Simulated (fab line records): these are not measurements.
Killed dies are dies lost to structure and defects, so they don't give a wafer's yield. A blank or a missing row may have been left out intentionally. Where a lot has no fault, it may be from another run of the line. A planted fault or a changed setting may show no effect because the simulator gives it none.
fab line records	flow sfq_line
record lots=7	wafers=21	last_day=79
route steps=325 shown JJ@193 M5@198 A5B@209 R5@212 I5@228 M8@325
lots untouched by any fault: they come from a run of this same line in which no faults occurred
start_h: start of the lot's first displayed wafer, in hours after the record's first day	wait_h: time in hours since the lot's previous step	" as in the row above	L1.1+2: one row covering several wafers at once	- no value, or no start was given	* or withheld: withheld	< > ~ a bound
route shown NAME@n: names a module that has steps shown in the file, with the first one's number in the route	usual: mean and standard deviation over wafers with no fault	same: alike in all rows	chamber/n: place in a boat	sites: readings site by site	_std_site: how widely they spread, as a standard deviation	_edge_site: outer sites' mean less inner sites'	radius_mm: how far each site lies from the wafer's centre	mask NAME#n: copy n	behind: tool/chamber where the wafer was last shaped	hold: reason for holding the lot/hours on hold/outcome of the hold	device: transistor that didn't switch, given as n, p or np	end of line: the same wafers' tests at the end of the route	a step with no rows: only its recipe	killed: count of dies lost to structure and defects at first sort (not the wafer's yield)	map: shows each die of a wafer: x if killed, . if not, _ if none is there
set.NAME: setting as actually run; set.NAME@STEP: the setting as run at that earlier step	model.NAME: the simulator's own value behind a step, which no gauge read
lots at some steps of the route; a table a step, a row a wafer
services: from which hour (start_h, from the record's first day; less than 0 if before it) a tool's chamber was out of use, for how many hours, and why
## steps
# step SFQ_TRILAYER_JJ_CE_BARC_OPEN_RIE_150
# recipe mask_material=PR	chemistry=O2	target_depth_nm=240	target=BARC	icp_w=600	bias_w=80	pressure_mtorr=10	time_s=80
# step SFQ_TRILAYER_JJ_CE_ETCH_RIE_118
# recipe target=Nb	stop_on=Al2O3	mask_material=PR	taper_deg=13.257	over_etch_frac=0.15	time_s=97.7	chemistry=SF6	target_depth_nm=170	icp_w=600	bias_w=80	pressure_mtorr=10
# step SFQ_TRILAYER_JJ_ANODIZE_ANODIZE_119
# recipe current_density_ma_cm2=withheld	end_current_density_ma_cm2=withheld	bath_temp_c=withheld
# step SFQ_TRILAYER_JJ_CE_STRIP_STRIP_120
# recipe gas=O2	power_w=200	platen_temp_c=40	overash_fraction=0.65	chemistry=O2	pressure_mtorr=50
# usual drypump_motor_current_A=5.9/0.62	oes_product_au=1.003/0.0072
lot.wafer	tool	chamber	start_h	wait_h	drypump_motor_current_A	oes_product_au	rf_hours_counter_h
L909.2	rie_metal-04	0	1277.44	0.0	5.7	0.988	121
L909.5	"	0	"	"	5.7	0.991	-
L909.6	"	1	"	"	4.8	1.003	-
L912.2	rie_metal-02	1	1281.08	0.0	6.3	0.999	103
L912.3	"	0	"	"	6.6	0.995	-
L912.6	"	0	"	"	6.6	1.005	-
L913.1	rie_metal-04	1	1282.24	0.0	4.8	0.997	111
L913.3	"	0	"	"	5.7	1.005	-
L913.6	"	1	"	"	4.8	0.997	-
L914.3	rie_metal-02	0	1302.51	0.2	6.5	1.001	-
L914.4	"	1	"	"	6.3	1.002	-
L914.6	"	0	"	"	6.5	0.998	-
L919.1	rie_metal-01	0	1461.34	0.0	5.3	1.004	115
L919.4	"	1	"	"	6.3	1.007	-
L919.5	"	1	"	"	6.3	1.005	-
L921.1	rie_metal-02	1	1464.36	0.0	6.3	1.001	136
L921.4	"	0	"	"	6.5	1.013	-
L921.5	"	1	"	"	6.3	1.015	-
L922.3	rie_metal-01	0	1466.26	0.2	5.3	0.990	-
L922.4	"	1	"	"	6.3	0.991	-
L922.6	"	0	"	"	5.3	1.003	-
# step SFQ_TRILAYER_JJ_CE_STRIP_SOLV_CLEAN_121
# recipe chemistry=NMP	temp_c=70	time_s=600
# step SFQ_TRILAYER_M5_LITHO_COAT_128
# recipe resist=BARC	spin_rpm=3000	resist_thk_nm=62
# step SFQ_TRILAYER_M5_LITHO_COAT_123
# recipe resist=KrF	spin_rpm=3000	resist_thk_nm=600
# step SFQ_TRILAYER_M5_LITHO_SOFTBAKE_127
# recipe temp_c=withheld	time_s=withheld	resist=KrF
# step SFQ_TRILAYER_M5_LITHO_EXPOSE_124
# recipe mask_id=M5	na=0.6	source_shape=conventional	sigma_outer=0.65	target_cd_nm=700	dose_mj=14.4
# step SFQ_TRILAYER_M5_LITHO_PEB_126
# recipe peb_temp_c=115	peb_time_s=60	resist=KrF
# step SFQ_TRILAYER_M5_LITHO_DEVELOP_125
# recipe time_s=60	resist=KrF
# step SFQ_M5_OVL_MEAS_932
# usual M5_OVL=0/5.5
lot.wafer	tool	chamber	start_h	wait_h	M5_OVL[nm]
L909.2	overlay-02	-	1290.03	0.1	5
L909.5	"	-	"	"	11
L909.6	"	-	"	"	11
L912.2	overlay-01	-	1296.78	0.1	3
L912.3	"	-	"	"	6
L912.6	"	-	"	"	7
L913.1	overlay-01	-	1299.18	0.1	9
L913.3	"	-	"	"	3
L913.6	"	-	"	"	8
L914.3	overlay-02	-	1314.85	0.1	-10
L914.4	"	-	"	"	-18
L914.6	"	-	"	"	-6
L919.1	overlay-01	-	1465.96	0.1	-5
L919.4	"	-	"	"	-2
L919.5	"	-	"	"	-2
L921.1	overlay-01	-	1469.56	0.1	0
L921.4	"	-	"	"	-6
L921.5	"	-	"	"	-1
L922.3	overlay-01	-	1470.77	0.1	-11
L922.4	"	-	"	"	-8
L922.6	"	-	"	"	-9
# step SFQ_TRILAYER_M5_BARC_OPEN_METAL_ETCH_161
# recipe mask_material=PR	chemistry=O2	target_depth_nm=125	target=BARC	icp_w=600	bias_w=80	pressure_mtorr=10	time_s=41.7
# usual bias_w=80.00/0.27	chamber_pressure_mTorr=9.999/0.01	drypump_motor_current_A=5.7/0.48	oes_product_au=0.685/0.0045	time_s=41.7/0
lot.wafer	tool	chamber	start_h	wait_h	bias_w	chamber_pressure_mTorr	drypump_motor_current_A	oes_product_au	rf_hours_counter_h	time_s	model.KrF_of_TRILAYER_M5_LITHO_COAT_123.thk_nm
L909.2	rie_metal-01	1	1290.06	0.0	79.64	9.999	6.3	0.688	76	41.7	519.9
L909.5	"	1	"	"	79.96	10.007	6.3	0.685	-	41.7	522.5
L909.6	"	0	"	"	80.18	9.993	5.3	0.686	-	41.7	523.9
L912.2	rie_metal-01	0	1296.81	0.0	-	-	-	-	-	-	574.2
L912.3	"	1	"	"	-	-	-	-	-	-	574.2
L912.6	"	1	"	"	-	-	-	-	-	-	573.5
L913.1	rie_metal-01	1	1299.21	0.0	-	-	-	-	-	-	574.1
L913.3	"	0	"	"	-	-	-	-	-	-	571.6
L913.6	"	0	"	"	-	-	-	-	-	-	574.4
L914.3	rie_metal-01	1	1314.89	0.0	-	-	-	-	-	-	573.4
L914.4	"	0	"	"	-	-	-	-	-	-	573.4
L914.6	"	1	"	"	-	-	-	-	-	-	574.2
L919.1	rie_metal-03	1	1465.99	0.0	80.45	9.990	6.1	0.686	95	41.7	524.7
L919.4	"	1	"	"	79.66	9.990	6.1	0.691	-	41.7	525.2
L919.5	"	1	"	"	80.07	10.000	6.1	0.690	-	41.7	523.9
L921.1	rie_metal-04	0	1469.59	0.0	79.84	9.992	5.7	0.684	11	41.7	522.9
L921.4	"	0	"	"	79.84	9.990	5.7	0.677	-	41.7	522.1
L921.5	"	1	"	"	79.83	10.009	4.7	0.682	-	41.7	525
L922.3	rie_metal-01	1	1470.81	0.0	80.37	10.009	6.3	0.681	-	41.7	523.5
L922.4	"	0	"	"	80.26	10.001	5.3	0.694	-	41.7	522
L922.6	"	1	"	"	80.31	9.996	6.3	0.675	-	41.7	523.8
# step SFQ_TRILAYER_M5_ETCH_METAL_ETCH_126
# recipe target=Nb	stop_on=SiO2	mask_material=PR	over_etch_frac=0.15	time_s=203.2	chemistry=Cl2/BCl3	target_depth_nm=265	icp_w=600	bias_w=80	pressure_mtorr=10
# usual bias_w=79.99/0.24	chamber_pressure_mTorr=9.997/0.01	drypump_motor_current_A=5.7/0.48	oes_product_au=0.729/0.0062
# same over_etch_frac=0.15	time_s=203.2
lot.wafer	tool	chamber	start_h	wait_h	bias_w	chamber_pressure_mTorr	drypump_motor_current_A	oes_product_au	rf_hours_counter_h	model.KrF_of_TRILAYER_M5_LITHO_COAT_123.thk_nm
L909.2	rie_metal-01	1	1290.12	0.0	79.92	10.005	6.3	0.724	76	367
L909.5	"	1	"	"	80.23	10.007	6.3	0.736	-	368.9
L909.6	"	0	"	"	80.11	10.009	5.3	0.732	-	373.1
L912.2	rie_metal-01	0	1296.87	0.0	80.12	9.991	5.3	0.380	90	422.4
L912.3	"	1	"	"	80.43	9.997	6.3	0.386	-	419.5
L912.6	"	1	"	"	80.36	10.010	6.3	0.386	-	419.3
L913.1	rie_metal-01	1	1299.27	0.0	79.62	10.004	6.2	0.379	78	420.9
L913.3	"	0	"	"	79.92	9.992	5.3	0.372	-	421.1
L913.6	"	0	"	"	80.34	9.990	5.3	0.375	-	425
L914.3	rie_metal-01	1	1315.00	0.1	79.86	9.992	6.3	0.374	-	419.7
L914.4	"	0	"	"	80.15	9.995	5.3	0.370	-	423.6
L914.6	"	1	"	"	80.06	9.991	6.3	0.372	-	420.5
L919.1	rie_metal-03	1	1466.05	0.0	80.27	10.005	6.1	0.728	95	375.4
L919.4	"	1	"	"	80.32	10.004	6.1	0.725	-	374.6
L919.5	"	1	"	"	79.94	9.993	6.1	0.725	-	375
L921.1	rie_metal-04	0	1469.65	0.0	80.07	9.990	5.6	0.720	11	368
L921.4	"	0	"	"	80.39	9.982	5.7	0.733	-	365.7
L921.5	"	1	"	"	79.82	10.008	4.7	0.738	-	369.8
L922.3	rie_metal-01	1	1470.92	0.1	80.05	10.015	6.3	0.736	-	371
L922.4	"	0	"	"	79.96	9.990	5.3	0.739	-	370.4
L922.6	"	1	"	"	79.85	9.999	6.3	0.732	-	371.8
# step SFQ_TRILAYER_M5_STRIP_STRIP_127
# recipe gas=O2	power_w=200	platen_temp_c=40	overash_fraction=0.65	chemistry=O2	pressure_mtorr=50
# usual drypump_motor_current_A=5.7/0.47	oes_product_au=1.000/0.012
lot.wafer	tool	chamber	start_h	wait_h	drypump_motor_current_A	oes_product_au	rf_hours_counter_h
L909.2	rie_metal-01	1	1290.32	0.1	6.3	1.006	76
L909.5	"	1	"	"	6.3	1.003	-
L909.6	"	0	"	"	5.3	0.997	-
L912.2	rie_metal-01	0	1297.07	0.1	5.3	0.985	90
L912.3	"	1	"	"	6.3	1.002	-
L912.6	"	1	"	"	6.3	1.009	-
L913.1	rie_metal-01	1	1299.47	0.1	6.3	1.000	78
L913.3	"	0	"	"	5.3	0.979	-
L913.6	"	0	"	"	5.3	0.996	-
L914.3	rie_metal-01	1	1315.33	0.3	6.3	1.013	-
L914.4	"	0	"	"	5.3	1.000	-
L914.6	"	1	"	"	6.3	1.008	-
L919.1	rie_metal-03	1	1466.25	0.1	6.1	0.978	95
L919.4	"	1	"	"	6.1	0.980	-
L919.5	"	1	"	"	6.1	0.972	-
L921.1	rie_metal-04	0	1469.85	0.1	5.7	1.019	11
L921.4	"	0	"	"	5.6	1.020	-
L921.5	"	1	"	"	4.8	1.005	-
L922.3	rie_metal-01	1	1471.25	0.3	6.3	1.013	-
L922.4	"	0	"	"	5.3	1.002	-
L922.6	"	1	"	"	6.3	1.014	-
# step SFQ_TRILAYER_M5_STRIP_SOLV_CLEAN_128
# recipe chemistry=NMP	temp_c=70	time_s=600
# step SFQ_TRILAYER_A5B_DEP_PECVD_129
# recipe material=SiO2	temp_c=150	time_s=133.33	pressure_torr=2.4	rf_w=183.3	precursor=SiH4/N2O	target_thk_nm=600
# step SFQ_TRILAYER_A5B_CMP_CMP_130
# recipe stop_on=Nb	down_force_psi=3	platen_rpm=60	target_thk_nm=340.7
# usual motor_current_A=10.4/0.79
lot.wafer	tool	chamber	start_h	wait_h	motor_current_A
L909.2	cmp-02	3	1291.68	0.5	10.7
L909.6	"	2	1293.18	2.0	11.4
L909.5	"	3	"	"	10.6
L912.3	cmp-01	1	1301.30	3.4	9.2
L912.2	"	2	"	"	10.7
L912.6	"	2	1303.80	5.9	10.3
L913.1	cmp-02	1	1306.18	5.9	9.6
L913.3	"	0	1307.68	7.4	11.2
L913.6	"	1	"	"	10.4
L914.4	cmp-02	0	1324.18	8.2	11.1
L914.3	"	1	"	"	9.9
L914.6	"	1	1326.68	10.7	9.7
L919.1	cmp-01	0	1489.89	22.8	9.9
L919.4	"	3	1491.39	24.3	9.6
L919.5	"	0	"	"	9.8
L921.4	cmp-01	1	1492.89	22.2	9.0
L921.1	"	2	"	"	11.0
L921.5	"	1	1494.89	24.2	8.8
L922.4	cmp-02	0	1493.94	22.0	10.6
L922.3	"	2	1494.94	23.1	11.2
L922.6	"	0	1495.94	24.0	11.1
# step SFQ_TRILAYER_A5B_METRO_MEASURE_131
# step SFQ_TRILAYER_R5_DEP_SPUTTER_132
# recipe material=Ti	base_pressure_pa=1.33e-06	target_thk_nm=5	power_w=2000	time_s=5	chamber_pressure_pa=0.4
# step SFQ_TRILAYER_R5_DEP_SPUTTER_133
# recipe material=MoNx	base_pressure_pa=1.33e-06	target_thk_nm=40	power_w=1000	time_s=66.7	chamber_pressure_pa=0.4
# step SFQ_TRILAYER_R5_DEP_SPUTTER_134
# recipe material=Ti	base_pressure_pa=1.33e-06	target_thk_nm=5	power_w=2000	time_s=5	chamber_pressure_pa=0.4
# step SFQ_R5_RS_MEAS_933
# recipe thk_meas_gauge=four-point-probe	reads=Ti_of_TRILAYER_R5_DEP_SPUTTER_134+MoNx_of_TRILAYER_R5_DEP_SPUTTER_133+Ti_of_TRILAYER_R5_DEP_SPUTTER_132
# usual R5_MONX_RS=7.03/0.079
lot.wafer	tool	chamber	start_h	wait_h	R5_MONX_RS[ohm/sq]
L909.2	film_metro-03	-	1295.50	0.0	6.90
L909.5	"	-	"	"	6.89
L909.6	"	-	"	"	6.91
L912.2	film_metro-01	-	1305.62	0.0	6.89
L912.3	"	-	"	"	6.88
L912.6	"	-	"	"	6.83
L913.1	film_metro-04	-	1310.48	0.0	7.10
L913.3	"	-	"	"	7.17
L913.6	"	-	"	"	7.15
L914.3	film_metro-01	-	1328.52	0.0	7.03
L914.4	"	-	"	"	7.02
L914.6	"	-	"	"	7.03
L919.1	film_metro-01	-	1494.18	0.0	7.06
L919.4	"	-	"	"	7.00
L919.5	"	-	"	"	7.08
L921.1	film_metro-04	-	1497.18	0.0	7.00
L921.4	"	-	"	"	7.02
L921.5	"	-	"	"	7.00
L922.3	film_metro-03	-	1498.28	0.0	7.00
L922.4	"	-	"	"	7.07
L922.6	"	-	"	"	7.05
# step SFQ_R5_THK_MEAS_934
# recipe thk_meas_gauge=xrf	reads=MoNx_of_TRILAYER_R5_DEP_SPUTTER_133
# usual R5_MONX_THK=39.5/0.46
lot.wafer	tool	chamber	start_h	wait_h	R5_MONX_THK[nm]
L909.2	film_metro-03	-	1295.61	0.1	40.1
L909.5	"	-	"	"	40.3
L909.6	"	-	"	"	40.0
L912.2	film_metro-01	-	1305.73	0.1	40.0
L912.3	"	-	"	"	40.1
L912.6	"	-	"	"	40.6
L913.1	film_metro-04	-	1310.60	0.1	39.0
L913.3	"	-	"	"	38.9
L913.6	"	-	"	"	38.9
L914.3	film_metro-01	-	1328.62	0.1	39.5
L914.4	"	-	"	"	39.5
L914.6	"	-	"	"	39.4
L919.1	film_metro-01	-	1494.30	0.1	39.2
L919.4	"	-	"	"	40.0
L919.5	"	-	"	"	39.2
L921.1	film_metro-04	-	1497.30	0.1	39.8
L921.4	"	-	"	"	39.9
L921.5	"	-	"	"	39.8
L922.3	film_metro-03	-	1498.38	0.1	40.1
L922.4	"	-	"	"	39.5
L922.6	"	-	"	"	39.4
# step SFQ_TRILAYER_R5_LITHO_COAT_141
# recipe resist=BARC	spin_rpm=3000	resist_thk_nm=62
# step SFQ_TRILAYER_R5_LITHO_COAT_136
# recipe resist=KrF	spin_rpm=3000	resist_thk_nm=600
# step SFQ_TRILAYER_R5_LITHO_SOFTBAKE_140
# recipe temp_c=withheld	time_s=withheld	resist=KrF
# step SFQ_TRILAYER_R5_LITHO_EXPOSE_137
# recipe mask_id=R5	na=0.6	source_shape=conventional	sigma_outer=0.65	target_cd_nm=500	dose_mj=14.4
# usual exposure_dose_mJ_cm2=14.399/0.013	focus_offset_nm=-0.1/0.5	sigma_outer=0.65/0
lot.wafer	tool	chamber	start_h	wait_h	mask	exposure_dose_mJ_cm2	focus_offset_nm	sigma_outer
L909.2	krf_scanner-02	0	1400.21	-	R5#0	14.407	-0.4	0.65
L909.5	"	0	"	"	R5#0	14.402	0.6	0.65
L909.6	"	0	"	"	R5#0	14.393	0.4	0.65
L912.2	krf_scanner-01	-	1405.26	-	R5#0	-	-	-
L912.3	"	-	"	"	R5#0	-	-	-
L912.6	"	-	"	"	R5#0	-	-	-
L913.1	krf_scanner-01	-	1409.86	-	R5#0	-	-	-
L913.3	"	-	"	"	R5#0	-	-	-
L913.6	"	-	"	"	R5#0	-	-	-
L914.3	krf_scanner-01	-	1415.06	-	R5#0	-	-	-
L914.4	"	-	"	"	R5#0	-	-	-
L914.6	"	-	"	"	R5#0	-	-	-
L919.1	krf_scanner-01	0	1600.61	-	R5#0	14.408	0.2	0.65
L919.4	"	0	"	"	R5#0	14.397	-0.3	0.65
L919.5	"	0	"	"	R5#0	14.389	-0.6	0.65
L921.1	krf_scanner-01	0	1605.41	-	R5#0	14.390	0.2	0.65
L921.4	"	0	"	"	R5#0	14.398	0.4	0.65
L921.5	"	0	"	"	R5#0	14.383	1.0	0.65
L922.3	krf_scanner-01	0	1608.21	-	R5#0	14.404	-0.1	0.65
L922.4	"	0	"	"	R5#0	14.408	0.7	0.65
L922.6	"	0	"	"	R5#0	14.370	-0.5	0.65
# step SFQ_TRILAYER_R5_LITHO_PEB_139
# recipe peb_temp_c=115	peb_time_s=60	resist=KrF
# step SFQ_TRILAYER_R5_LITHO_DEVELOP_138
# recipe time_s=60	resist=KrF
# step SFQ_R5_OVL_MEAS_935
# usual R5_OVL=-1/6.6
lot.wafer	tool	chamber	start_h	wait_h	R5_OVL[nm]
L909.2	overlay-02	-	1401.51	0.1	10
L909.5	"	-	"	"	9
L909.6	"	-	"	"	8
L912.2	overlay-02	-	1406.57	0.1	-
L912.3	"	-	"	"	-
L912.6	"	-	"	"	-
L913.1	overlay-02	-	1411.36	0.1	-
L913.3	"	-	"	"	-
L913.6	"	-	"	"	-
L914.3	overlay-02	-	1416.17	0.1	-
L914.4	"	-	"	"	-
L914.6	"	-	"	"	-
L919.1	overlay-01	-	1602.11	0.1	-10
L919.4	"	-	"	"	-18
L919.5	"	-	"	"	-11
L921.1	overlay-02	-	1606.91	0.1	-8
L921.4	"	-	"	"	-2
L921.5	"	-	"	"	4
L922.3	overlay-01	-	1609.32	0.1	1
L922.4	"	-	"	"	-6
L922.6	"	-	"	"	-5
# step SFQ_TRILAYER_R5_BARC_OPEN_METAL_ETCH_177
# recipe mask_material=PR	chemistry=O2	target_depth_nm=125	target=BARC	icp_w=600	bias_w=80	pressure_mtorr=10	time_s=41.7
# step SFQ_TRILAYER_R5_ETCH_METAL_ETCH_139
# recipe stop_on=SiO2	mask_material=PR	chemistry=Cl2	target_depth_nm=60	icp_w=600	bias_w=80	pressure_mtorr=10	time_s=40
# usual bias_w=79.97/0.23	chamber_pressure_mTorr=10.000/0.01	drypump_motor_current_A=5.8/0.59	oes_product_au=0.990/0.0073
# same time_s=40
lot.wafer	tool	chamber	start_h	wait_h	bias_w	chamber_pressure_mTorr	drypump_motor_current_A	oes_product_au	rf_hours_counter_h
L909.2	rie_metal-03	1	1401.60	0.0	80.32	10.000	6.1	0.986	83
L909.5	"	0	"	"	80.05	10.005	5.4	1.003	-
L909.6	"	1	"	"	79.96	9.992	6.1	0.983	-
L912.2	rie_metal-02	1	1406.66	0.0	80.00	10.004	6.3	0.981	126
L912.3	"	0	"	"	80.13	10.013	6.5	0.989	-
L912.6	"	0	"	"	80.03	9.995	6.6	0.981	-
L913.1	rie_metal-03	1	1411.46	0.0	79.79	9.994	6.1	0.968	85
L913.3	"	0	"	"	80.23	10.006	5.5	0.993	-
L913.6	"	1	"	"	79.81	9.998	6.1	0.976	-
L914.3	rie_metal-03	0	1416.30	0.1	80.07	10.002	5.5	0.988	-
L914.4	"	1	"	"	80.24	10.002	6.1	0.977	-
L914.6	"	0	"	"	80.03	9.993	5.5	1.002	-
L919.1	rie_metal-02	0	1602.20	0.0	80.08	10.010	6.6	0.995	116
L919.4	"	1	"	"	79.97	9.995	6.3	0.988	-
L919.5	"	0	"	"	80.33	9.996	6.5	0.996	-
L921.1	rie_metal-04	0	1607.00	0.0	80.20	10.027	5.6	0.996	26
L921.4	"	0	"	"	80.31	9.994	5.6	0.994	-
L921.5	"	0	"	"	80.02	10.008	5.6	0.995	-
L922.3	rie_metal-02	0	1609.42	0.0	80.00	10.000	6.5	0.997	-
L922.4	"	1	"	"	79.96	10.024	6.3	0.978	-
L922.6	"	1	"	"	79.89	9.988	6.3	0.991	-
# step SFQ_TRILAYER_R5_STRIP_STRIP_140
# recipe gas=O2	power_w=200	platen_temp_c=40	overash_fraction=0.65	chemistry=O2	pressure_mtorr=50
# step SFQ_TRILAYER_R5_STRIP_SOLV_CLEAN_141
# recipe chemistry=NMP	temp_c=70	time_s=600
# step SFQ_TRILAYER_A5C_DEP_PECVD_142
# recipe material=SiO2	temp_c=150	time_s=15.556	pressure_torr=2.4	rf_w=183.3	precursor=SiH4/N2O	target_thk_nm=70
# usual heater_power_w=81/15	throttle_valve_pct=24.8/1.2
# same time_s=15.556
lot.wafer	tool	chamber	start_h	wait_h	heater_power_w	throttle_valve_pct
L909.2	pecvd-01	0	1402.44	0.0	92	23.8
L909.5	"	2	"	"	80	24.4
L909.6	"	0	"	"	93	23.7
L912.2	pecvd-01	0	1407.49	0.0	99	23.6
L912.3	"	2	"	"	69	24.8
L912.6	"	2	"	"	71	24.6
L913.1	pecvd-04	1	1412.31	0.0	80	23.0
L913.3	"	0	"	"	84	22.9
L913.6	"	1	"	"	82	23.2
L914.3	pecvd-02	0	1417.35	0.0	64	25.8
L914.4	"	1	"	"	66	24.9
L914.6	"	0	"	"	63	26.0
L919.1	pecvd-01	1	1603.04	0.0	102	24.1
L919.4	"	2	"	"	77	25.0
L919.5	"	0	"	"	90	23.8
L921.1	pecvd-01	1	1607.84	0.0	99	24.1
L921.4	"	1	"	"	101	24.3
L921.5	"	2	"	"	76	25.0
L922.3	pecvd-04	2	1610.41	0.0	84	25.1
L922.4	"	2	"	"	87	24.9
L922.6	"	0	"	"	87	23.5
# step SFQ_TRILAYER_I5_LITHO_COAT_149
# recipe resist=BARC	spin_rpm=3000	resist_thk_nm=62
# step SFQ_TRILAYER_I5_LITHO_COAT_144
# recipe resist=KrF	spin_rpm=3000	resist_thk_nm=650
# step SFQ_TRILAYER_I5_LITHO_SOFTBAKE_148
# recipe temp_c=withheld	time_s=withheld	resist=KrF
# step SFQ_TRILAYER_I5_LITHO_PEB_147
# recipe peb_temp_c=115	peb_time_s=60	resist=KrF
# step SFQ_TRILAYER_I5_LITHO_DEVELOP_146
# recipe time_s=60	resist=KrF
# step SFQ_TRILAYER_I5_ETCH_VIA_ETCH_147
# recipe stop_on=Nb	mask_material=PR	chemistry=CHF3	target_depth_nm=360	source_w=500	bias_w=80	pressure_mtorr=30	time_s=withheld
# usual bias_w=80.00/0.24	chamber_pressure_mTorr=30.004/0.028	drypump_motor_current_A=5.5/0.42	oes_product_au=0.988/0.0067
lot.wafer	tool	chamber	start_h	wait_h	bias_w	chamber_pressure_mTorr	drypump_motor_current_A	oes_product_au	model.I5.cd_nm
L909.2	rie_diel-04	3	1450.88	0.0	80.08	30.026	6.3	0.991	700.9
L909.5	"	2	"	"	80.39	29.999	4.9	1.001	695.3
L909.6	"	3	"	"	80.09	29.986	6.3	0.995	700.3
L912.2	rie_diel-04	0	1454.48	0.0	79.75	29.997	5.0	0.372	-
L912.3	"	3	"	"	79.92	29.985	6.3	0.373	-
L912.6	"	0	"	"	80.02	30.040	5.0	0.372	-
L913.1	rie_diel-03	1	1455.68	0.0	79.88	30.025	5.9	0.378	-
L913.3	"	2	"	"	80.01	29.982	5.1	0.374	3.626
L913.6	"	3	"	"	80.36	30.011	5.5	0.367	-
L914.3	rie_diel-02	0	1456.88	0.0	79.45	29.973	5.3	0.371	4.337
L914.4	"	2	"	"	80.26	30.015	6.1	0.370	-
L914.6	"	1	"	"	79.87	30.009	5.5	0.370	-
L919.1	rie_diel-03	0	1605.39	0.0	79.72	30.040	5.8	0.987	698.6
L919.4	"	1	"	"	79.99	30.021	5.9	0.992	700.4
L919.5	"	0	"	"	79.92	30.062	5.8	0.993	697.6
L921.1	rie_diel-04	3	1610.19	0.0	79.97	29.980	6.3	0.993	701.5
L921.4	"	3	"	"	80.31	30.015	6.3	0.991	702.5
L921.5	"	1	"	"	80.28	30.034	5.6	0.986	698.2
L922.3	rie_diel-03	2	1612.76	0.0	79.81	29.977	5.2	0.986	700.4
L922.4	"	3	"	"	80.43	30.050	5.5	0.981	699.2
L922.6	"	2	"	"	80.10	30.033	5.2	0.982	702.3
# step SFQ_M8_BOW_MEAS_951
# recipe mode=bow
# usual M8_BOW=11/11
lot.wafer	tool	chamber	start_h	wait_h	M8_BOW[um]	model.etest.r5.comb_log10_ohm	model.etest.m5.comb_log10_ohm	model.etest.jj.g_times
L909.2	film_metro-03	-	1842.82	0.0	8	12	12	0.9967
L909.5	"	-	"	"	4	12	12	0.9968
L909.6	"	-	"	"	20	12	12	0.9994
L912.2	film_metro-04	-	1851.21	0.0	25	0	0	0
L912.3	"	-	"	"	23	0	0	0
L912.6	"	-	"	"	22	0	0	0
L913.1	film_metro-02	-	1853.15	0.0	23	0	0	0
L913.3	"	-	"	"	6	0	0	0
L913.6	"	-	"	"	20	0	0	0
L914.3	film_metro-02	-	1854.83	0.0	6	0	0	0
L914.4	"	-	"	"	21	0	0	0
L914.6	"	-	"	"	12	0	0	0
L919.1	film_metro-04	-	1868.00	0.0	7	12	12	1.012
L919.4	"	-	"	"	-3	12	12	1.014
L919.5	"	-	"	"	-10	12	12	1.01
L921.1	film_metro-03	-	1874.33	0.0	5	12	12	0.9968
L921.4	"	-	"	"	23	12	12	0.9938
L921.5	"	-	"	"	13	12	12	0.9983
L922.3	film_metro-04	-	1907.66	0.0	10	12	12	0.9999
L922.4	"	-	"	"	15	12	12	0.9983
L922.6	"	-	"	"	0	12	12	1.001
## services
tool	chamber	start_h	hours	kind
pecvd-01	-	1282.47	0.9	repair
pecvd-01	2	1292.78	14.7	repair
pecvd-01	1	1294.18	6.2	repair
krf_scanner-01	-	1304.71	1.3	pm
rie_metal-04	1	1308.36	5.9	repair
rie_metal-04	-	1313.85	2.8	pm
krf_scanner-01	-	1323.04	1.0	pm
pecvd-01	-	1337.40	0.5	repair
rie_metal-04	-	1362.68	1.5	repair
krf_scanner-01	-	1364.08	0.7	repair
rie_metal-01	-	1370.56	1.4	pm
rie_metal-04	0	1374.70	7.1	repair
rie_metal-04	-	1387.35	0.6	repair
krf_scanner-01	-	1393.66	3.0	pm
krf_scanner-01	-	1450.66	4.4	pm
krf_scanner-01	-	1473.28	1.5	repair
krf_scanner-01	-	1480.81	1.3	pm
krf_scanner-01	-	1491.11	1.0	pm
rie_metal-02	-	1496.56	2.8	pm
krf_scanner-01	-	1499.72	0.8	pm
krf_scanner-01	-	1518.50	0.4	repair
rie_metal-03	-	1524.39	0.7	repair
rie_metal-04	-	1556.38	14.6	pm
rie_metal-03	-	1578.28	2.8	pm
## key
first_sign step=SFQ_TRILAYER_M5_BARC_OPEN_METAL_ETCH_161	reading=tool_record	direction=missing
effect step=SFQ_TRILAYER_M5_ETCH_METAL_ETCH_126	reading=oes_product_au	direction=down	sigmas=57	usual=0.729	struck=0.377
effect step=SFQ_TRILAYER_R5_LITHO_EXPOSE_137	reading=tool_record	direction=missing
effect step=SFQ_R5_OVL_MEAS_935	reading=R5_OVL	direction=missing
effect step=SFQ_TRILAYER_I5_ETCH_VIA_ETCH_147	reading=oes_product_au	direction=down	sigmas=92	usual=0.988	struck=0.372
model_effect step=SFQ_TRILAYER_M5_BARC_OPEN_METAL_ETCH_161	value=KrF_of_TRILAYER_M5_LITHO_COAT_123.thk_nm	without=521.7	struck=573.7
model_effect step=SFQ_TRILAYER_M5_ETCH_METAL_ETCH_126	value=KrF_of_TRILAYER_M5_LITHO_COAT_123.thk_nm	without=369.4	struck=421.3
model_effect step=SFQ_TRILAYER_I5_ETCH_VIA_ETCH_147	value=I5.cd_nm	without=700.9	struck=3.981
model_effect step=SFQ_M8_BOW_MEAS_951	value=etest.r5.comb_log10_ohm	without=12	struck=0
met_at SFQ_TRILAYER_M5_BARC_OPEN_METAL_ETCH_161
struck_wafers L912.2,L912.3,L912.6,L913.1,L913.3,L913.6,L914.3,L914.4,L914.6
onset_between 1290.06 1296.81
fault kind=skipped_step_whole	tool=rie_metal-01	chamber=-	onset_h=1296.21	steps=SFQ_TRILAYER_M5_BARC_OPEN_METAL_ETCH_161	scope=struck_lots_only
